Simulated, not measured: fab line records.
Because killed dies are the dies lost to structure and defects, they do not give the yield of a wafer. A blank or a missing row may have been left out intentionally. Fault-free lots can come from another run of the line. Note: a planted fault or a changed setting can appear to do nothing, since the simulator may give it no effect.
Matching of chambers + flow sky130 + pecvd-01 running SKY_CAP2M_CVD_00: 3 sister chambers
The step deposits SiO2, target thk 15.5 nm. 6 wafers are shown with their chamber, then 8 later ones without.

## EACH WAFER AND ITS CHAMBER
| wafer  | chamber | heaterPowerW (W) |
|--------|---------|------------------|
| L084.4 | 2       | 691              |
| L084.6 | 1       | 749              |
| L090.2 | 0       | 713              |
| L090.5 | 2       | 735              |
| L090.6 | 1       | 755              |
| L092.1 | 0       | 675              |

## WAFERS WHOSE CHAMBER IS MISSING
| wafer  | heaterPowerW (W) |
|--------|------------------|
| L092.4 | 700              |
| L092.6 | 744              |
| L094.1 | 712              |
| L094.3 | 662              |
| L094.5 | 760              |
| L097.2 | 670              |
| L097.5 | 785              |
| L097.6 | 623              |

## WHICH CHAMBER EACH WENT THROUGH
| wafer  | from the rows above          | in truth |
|--------|------------------------------|----------|
| L092.4 | can't be placed: 0 or 2 or 1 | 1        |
| L092.6 | can't be placed: 1 or 2 or 0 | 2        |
| L094.1 | can't be placed: 2 or 0 or 1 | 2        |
| L094.3 | can't be placed: 0 or 2      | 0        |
| L094.5 | can't be placed: 1 or 2      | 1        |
| L097.2 | can't be placed: 0 or 2      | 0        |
| L097.5 | can't be placed: 1 or 2      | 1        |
| L097.6 | can't be placed: 0 or 2      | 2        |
0 of 8 placed correctly. Cannot be placed on the basis of these rows: 8; the candidates contain the true chamber in 8. Number placed wrongly: 0.
How it was worked out, from the rows above alone: a wafer's distance from a chamber is the root of the sum, over the readings, of the square of ((its reading less the chamber's mean) divided by the reading's scatter). If the next closest chamber is less than 2 further off than the closest, the wafer can't be placed; otherwise it belongs to the closest. Each chamber's mean is taken over the wafers shown for it. The scatter is the square root of a quotient: the sum, over the shown wafers, of each reading's squared deviation from its chamber's mean, divided by wafers minus chambers.
